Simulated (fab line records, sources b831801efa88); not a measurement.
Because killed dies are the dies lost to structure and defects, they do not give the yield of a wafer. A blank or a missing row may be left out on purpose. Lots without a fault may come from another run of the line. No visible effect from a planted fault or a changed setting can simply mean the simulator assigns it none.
Struck lot and sound lot, side by side	flow sfq-line	42 out of 325 route steps
Sound: wafers L102.1, L102.3, L102.5. Struck: wafer L108.1. (L108.5, L108.6 of the same lot were not struck and are left out.) The cause comes at the end.
Per side, at each step with rows, come the tool, then ch with its chambers, and then its first start. Under that, the readings that differ: sound wafers	struck wafers	difference of the means	sigmas: that difference in standard deviations of wafers without a fault.
alike: readings whose means differ by less than 2 such deviations, and words and numbers that are the same on both sides. not compared: withheld readings, readings that some wafer has no value for, bounds like >300 that may hide the same value, and numbers for which the record gives no deviation and whose values overlap.
A row with sigmas, a row that says differs or no value, or rows on one side alone: a step with any of these is where the two part. Numbers that don't overlap but have no deviation are shown without sigmas and don't part them. Lack of a reading on every wafer of one side parts them only where that side has two or more wafers.

first, 6 steps without rows for these wafers: SFQ_TRILAYER_I6_VIA_LITHO_COAT_174 (resist thk 62 nm); SFQ_TRILAYER_I6_VIA_LITHO_COAT_169 (resist thk 650 nm); SFQ_TRILAYER_I6_VIA_LITHO_SOFTBAKE_173; SFQ_TRILAYER_I6_VIA_LITHO_EXPOSE_170 (exposes mask I6, target cd 700 nm); SFQ_TRILAYER_I6_VIA_LITHO_PEB_172 (peb time 60 s); SFQ_TRILAYER_I6_VIA_LITHO_DEVELOP_171 (time 60 s).
SFQ_I6_OVL_MEAS_942:
  struck on overlay-02, day 71 05:48; sound on overlay-01, day 69 04:57
  alike: I6_OVL
SFQ_TRILAYER_I6_VIA_BARC_OPEN_VIA_ETCH_235: etches BARC in O2, target depth 125 nm, time 41.7 s.
  sound on rie-diel-03 ch 0,2,3, day 69 04:59; struck on rie-diel-02 ch 1, day 71 05:50
  alike: drypump-motor-current-A, oes-product-au
  not compared: rf-hours-counter-h
then, 4 steps without rows for these wafers: SFQ_TRILAYER_I6_VIA_ETCH_VIA_ETCH_172 (etches SiO2 in CHF3, stops on Nb, target depth 260 nm); SFQ_TRILAYER_I6_VIA_STRIP_STRIP_173 (strips in O2); SFQ_TRILAYER_I6_VIA_STRIP_SOLV_CLEAN_174 (cleans in NMP, time 600 s); SFQ_TRILAYER_M7_DEP_PRE_CLEAN_176 (time 22.5 s).
SFQ_TRILAYER_M7_DEP_SPUTTER_175: material Nb, target thk 200 nm, time 133.3 s.
  struck on pvd-sputter-04, day 71 06:48; sound on pvd-sputter-04, day 69 05:57
reading	sound	struck	difference	sigmas
model.Nb_of_TRILAYER_M7_DEP_SPUTTER_175.thk-nm (nm)	203.1 202.8 201.3	285.2	+82.8	
  alike: throttle-valve-pct
SFQ_M7_RS_MEAS_943: measures by four-point-probe.
  struck on film-metro-04, day 71 06:53; sound on film-metro-04, day 69 06:03
reading	sound	struck	difference	sigmas
M7_NB_RS (ohm/sq)	0.873 0.876 0.884	0.621	-0.257	-36
then, 6 steps without rows for these wafers: SFQ_TRILAYER_M7_LITHO_COAT_182 (resist thk 62 nm); SFQ_TRILAYER_M7_LITHO_COAT_177 (resist thk 600 nm); SFQ_TRILAYER_M7_LITHO_SOFTBAKE_181; SFQ_TRILAYER_M7_LITHO_EXPOSE_178 (exposes mask M7, target cd 500 nm); SFQ_TRILAYER_M7_LITHO_PEB_180 (peb time 60 s); SFQ_TRILAYER_M7_LITHO_DEVELOP_179 (time 60 s).
SFQ_M7_OVL_MEAS_945:
  struck on overlay-01, day 72 14:00; sound on overlay-01, day 70 07:22
  alike: M7_OVL
then, 1 step without rows for these wafers: SFQ_TRILAYER_M7_BARC_OPEN_METAL_ETCH_229 (etches BARC in O2, target depth 125 nm, time 41.7 s).
SFQ_TRILAYER_M7_ETCH_METAL_ETCH_180: etches Nb in Cl2/Ar, stops on SiO2, target depth 240 nm, time 120 s.
  sound on rie-metal-03 ch 0,1, day 70 07:28; struck on rie-metal-02 ch 0, day 72 14:06
reading	sound	struck	difference	sigmas
oes-product-au (a.u.)	0.905 0.890 0.907	0.995	+0.094	+15
  alike: drypump-motor-current-A
  not compared: rf-hours-counter-h
SFQ_TRILAYER_M7_STRIP_STRIP_181: strips in O2.
  sound on rie-metal-03 ch 0,1, day 70 07:35; struck on rie-metal-02 ch 0, day 72 14:13
  alike: drypump-motor-current-A, oes-product-au
  not compared: rf-hours-counter-h
then, 1 step without rows for these wafers: SFQ_TRILAYER_M7_STRIP_SOLV_CLEAN_182 (cleans in NMP, time 600 s).
SFQ_TRILAYER_I7_DEP_PECVD_183: deposits SiO2 from SiH4/N2O, time 111.11 s, target thk 500 nm.
  sound on pecvd-04 ch 1,2, day 70 08:22; struck on pecvd-01 ch 1, day 72 15:00
  alike: heater-power-w, throttle-valve-pct
then, 1 step without rows for these wafers: SFQ_TRILAYER_I7_CMP_CMP_184 (polishes SiO2).
SFQ_I7_BOW_MEAS_946:
  struck on film-metro-03, day 73 02:37; sound on film-metro-03, day 70 15:26
  alike: I7_BOW
SFQ_TRILAYER_I7_METRO_MEASURE_185:
  struck on film-metro-03, day 73 02:44; sound on film-metro-03, day 70 15:34
  alike: thk-nm
then, 6 steps without rows for these wafers: SFQ_TRILAYER_I7_VIA_LITHO_COAT_192 (resist thk 62 nm); SFQ_TRILAYER_I7_VIA_LITHO_COAT_187 (resist thk 650 nm); SFQ_TRILAYER_I7_VIA_LITHO_SOFTBAKE_191; SFQ_TRILAYER_I7_VIA_LITHO_EXPOSE_188 (exposes mask I7, target cd 1000 nm); SFQ_TRILAYER_I7_VIA_LITHO_PEB_190 (peb time 60 s); SFQ_TRILAYER_I7_VIA_LITHO_DEVELOP_189 (time 60 s).
-- the record jumps here: 3 days lie between the struck wafers' starts before and after --
SFQ_I7_OVL_MEAS_947:
  struck on overlay-01, day 76 05:23; sound on overlay-02, day 74 01:47
  alike: I7_OVL
then, 1 step without rows for these wafers: SFQ_TRILAYER_I7_VIA_BARC_OPEN_VIA_ETCH_260 (etches BARC in O2, target depth 125 nm, time 41.7 s).
SFQ_TRILAYER_I7_VIA_ETCH_VIA_ETCH_190: etches SiO2 in CHF3, stops on Nb, target depth 260 nm.
  sound on rie-diel-01 ch 0,1,2, day 74 01:52; struck on rie-diel-02 ch 1, day 76 05:28
  alike: drypump-motor-current-A, oes-product-au
then, 3 steps without rows for these wafers: SFQ_TRILAYER_I7_VIA_STRIP_STRIP_191 (strips in O2); SFQ_TRILAYER_I7_VIA_STRIP_SOLV_CLEAN_192 (cleans in NMP, time 600 s); SFQ_TRILAYER_M8_LITHO_LOR_COAT_197.
SFQ_M8_BOW_MEAS_951:
  struck on film-metro-02, day 77 09:58; sound on film-metro-02, day 75 08:46
reading	sound	struck	difference	sigmas
model.etest.m7.comb-log10-ohm	12 12 12	0	-12	
model.etest.m7.ohm-sq	0.8764 0.8774 0.8839	0.6239	-0.2553	
  alike: M8_BOW

== WHERE THEY PART ==
Earliest at SFQ_M7_RS_MEAS_943; latest, in this record, at SFQ_TRILAYER_M7_ETCH_METAL_ETCH_180. Later steps at which nothing parts them and some readings are alike: SFQ_TRILAYER_M7_STRIP_STRIP_181, SFQ_TRILAYER_I7_DEP_PECVD_183, SFQ_I7_BOW_MEAS_946, SFQ_TRILAYER_I7_METRO_MEASURE_185, SFQ_I7_OVL_MEAS_947, SFQ_TRILAYER_I7_VIA_ETCH_VIA_ETCH_190, SFQ_M8_BOW_MEAS_951.

WHY: the cause the simulator had injected
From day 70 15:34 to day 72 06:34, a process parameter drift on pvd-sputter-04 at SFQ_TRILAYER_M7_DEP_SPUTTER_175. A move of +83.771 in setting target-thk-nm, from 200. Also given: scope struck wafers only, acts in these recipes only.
